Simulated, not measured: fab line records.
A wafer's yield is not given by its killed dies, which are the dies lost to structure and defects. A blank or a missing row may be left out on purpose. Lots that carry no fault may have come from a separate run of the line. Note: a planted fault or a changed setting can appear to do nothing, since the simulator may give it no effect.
A struck lot beside a sound one	flow sky130	30 steps out of a route of 708
Sound: wafers L906.3, L906.5, L906.6. Struck: wafers L900.3, L900.6 (left out: L900.5, a lot-mate that was not struck); the cause follows at the end.
Each step with rows lists, per side, the tool, then ch with its chambers, then its first start. Under that, the readings that differ: sound wafers	struck wafers	difference of the means	sigmas: that difference in standard deviations of wafers without a fault.
alike: readings with means less than 2 such deviations apart, plus words and numbers identical on both sides. not compared: withheld readings, readings lacking a value on some wafer, bounds such as >300 that could conceal the same value, and numbers that have no deviation in the record and whose values overlap.
A row with sigmas, a row that says differs or no value, or rows on one side alone: a step with any of these is where the two part. Numbers that don't overlap but have no deviation are shown without sigmas and don't part them. A reading that every wafer of one side lacks parts them only if that side has two wafers or more.

SKY_LI_CONTACT_OVL_MEAS_13:
  struck on overlay-02, day 32 08:20; sound on overlay-01, day 34 17:40
  alike: LI_CONTACT_OVL
then, 1 step without rows for these wafers: SKY_LI_CONTACT_ETCH_14 (etches BARC in N2/H2, stops on SiO2, time 45.9 s, target depth 60 nm).
SKY_LI_CONTACT_ETCH_15: etches PSG in C4F8/O2/Ar, stops on Si, target depth 600 nm.
  sound on rie diel-04 ch 1,2,3, day 34 17:44; struck on rie diel-01 ch 1,3, day 32 08:23
  alike: oes product au
then, 4 steps without rows for these wafers: SKY_LI_CONTACT_STRIP_16 (strips in O2/N2); SKY_LI_CONTACT_CLEAN_17 (cleans in NMP, time 600 s); SKY_LI_CONTACT_PRE_CLEAN_18 (time 5.6 s); SKY_LI_CONTACT_SPUTTER_19 (material Ti, target thk 20 nm, time 106.37 s).
SKY_LI_CONTACT_SPUTTER_20: material TiN, target thk 20 nm, time 80 s.
  struck on pvd sputter-01, day 32 08:51; sound on pvd sputter-01, day 34 18:12
  alike: chamber pressure pa, throttle valve pct
then, 1 step without rows for these wafers: SKY_LI_CONTACT_CVD_21 (deposits W, target thk 400 nm, time 120.56 s).
SKY_LI_CONTACT_RS_MEAS_22: measures by four-point-probe.
  struck on film metro-03, day 32 09:04; sound on film metro-02, day 34 18:26
  alike: LI_CONTACT_W_RS
SKY_LI_CONTACT_THK_MEAS_23: measures by xrf.
  struck on film metro-03, day 32 09:10; sound on film metro-02, day 34 18:32
  alike: LI_CONTACT_W_THK
SKY_LI_CONTACT_CMP_24: polishes, stops on PSG, t overpolish 20 s, target thk 0 nm.
  sound on cmp-01 ch 1,2,3, day 34 18:43; struck on cmp-01 ch 1,3, day 32 09:22
  alike: motor current A, overpolish run s, time to endpoint s
SKY_LOCAL_INTERCONNECT_SPUTTER_00: material TiN, target thk 100 nm, time 83.3 s.
  struck on pvd sputter-04, day 32 09:31; sound on pvd sputter-04, day 34 18:52
reading	sound	struck	difference	sigmas
model.TiN_of_LOCAL_INTERCONNECT_SPUTTER_00.thk nm (nm)	100.6 100.2 100.4	134.8 135.1	+34.5	
  alike: chamber pressure pa, throttle valve pct
SKY_LOCAL_INTERCONNECT_RS_MEAS_01: measures by four-point-probe.
  struck on film metro-04, day 32 09:37; sound on film metro-03, day 34 18:58
reading	sound	struck	difference	sigmas
LOCAL_INTERCONNECT_TIN_RS (ohm/sq)	14.04 14.16 14.11	10.39 10.35	-3.73	-27
SKY_LOCAL_INTERCONNECT_THK_MEAS_02: measures by xrf.
  struck on film metro-04, day 32 09:43; sound on film metro-03, day 34 19:04
reading	sound	struck	difference	sigmas
LOCAL_INTERCONNECT_TIN_THK (nm)	99.8 99.7 99.5	133.1 133.5	+33.6	+31
then, 8 steps without rows for these wafers: SKY_LOCAL_INTERCONNECT_DEHYDRATE_03 (time 60 s); SKY_LOCAL_INTERCONNECT_HMDS_04 (prime time 60 s); SKY_LOCAL_INTERCONNECT_COAT_05 (resist thk 60 nm); SKY_LOCAL_INTERCONNECT_COAT_06 (resist thk 450 nm); SKY_LOCAL_INTERCONNECT_SOFTBAKE_07 (time 90 s); SKY_LOCAL_INTERCONNECT_EXPOSE_08 (exposes mask LI1M, target cd 170 nm); SKY_LOCAL_INTERCONNECT_PEB_09; SKY_LOCAL_INTERCONNECT_DEVELOP_10 (develop time 60 s).
SKY_LOCAL_INTERCONNECT_CD_MEAS_11: the cd target is 170 nm.
  struck on cd sem-01, day 33 11:50; sound on cd sem-02, day 35 21:26
  alike: cd nm
SKY_LOCAL_INTERCONNECT_OVL_MEAS_12:
  struck on overlay-01, day 33 11:56; sound on overlay-02, day 35 21:32
  alike: LOCAL_INTERCONNECT_OVL
SKY_LOCAL_INTERCONNECT_ETCH_13: etches BARC in N2/H2, stops on SiO2, time 45.9 s, target depth 60 nm.
  sound on rie metal-03 ch 0,1, day 35 21:34; struck on rie metal-03 ch 1, day 33 11:58
  alike: drypump motor current A, oes product au, throttle valve pct
  not compared: rf hours counter h
SKY_LOCAL_INTERCONNECT_METAL_ETCH_14: etches TiN in Cl2/BCl3, stops on PSG, target depth 110 nm, time 31.4 s.
  sound on rie metal-03 ch 0,1, day 35 21:38; struck on rie metal-03 ch 1, day 33 12:02
reading	sound	struck	difference	sigmas
oes product au (a.u.)	0.944 0.935 0.942	0.997 1.006	+0.061	+8
throttle valve pct (%)	21.904 21.907 21.920	21.884 21.860	-0.038	-4
  alike: drypump motor current A
  not compared: rf hours counter h
SKY_LOCAL_INTERCONNECT_STRIP_15: strips in O2/N2.
  sound on plasma asher-04 ch 0,1, day 35 21:42; struck on plasma asher-04 ch 0,1, day 33 12:06
  alike: drypump motor current A, oes product au, strip time to endpoint s
  not compared: rf hours counter h
SKY_LOCAL_INTERCONNECT_STRIP_16: strips in post etch residue remover, time 1200 s.
  sound on wet bench-04 ch 2, day 35 21:46; struck on wet bench-04 ch 2, day 33 12:10
reading	sound	struck	difference	sigmas
model.TiN_of_LOCAL_INTERCONNECT_SPUTTER_00.thk nm (nm)	100.1 99.75 99.99	134.4 134.7	+34.6	
then, 1 step without rows for these wafers: SKY_LOCAL_INTERCONNECT_CLEAN_17 (cleans in IPA, time 180 s).

WHERE THEY PART
At SKY_LOCAL_INTERCONNECT_RS_MEAS_01 first; at SKY_LOCAL_INTERCONNECT_METAL_ETCH_14 last (within this record only). Later steps at which nothing parts them and some readings are alike: SKY_LOCAL_INTERCONNECT_STRIP_15.

WHY: what had been put in by the simulator
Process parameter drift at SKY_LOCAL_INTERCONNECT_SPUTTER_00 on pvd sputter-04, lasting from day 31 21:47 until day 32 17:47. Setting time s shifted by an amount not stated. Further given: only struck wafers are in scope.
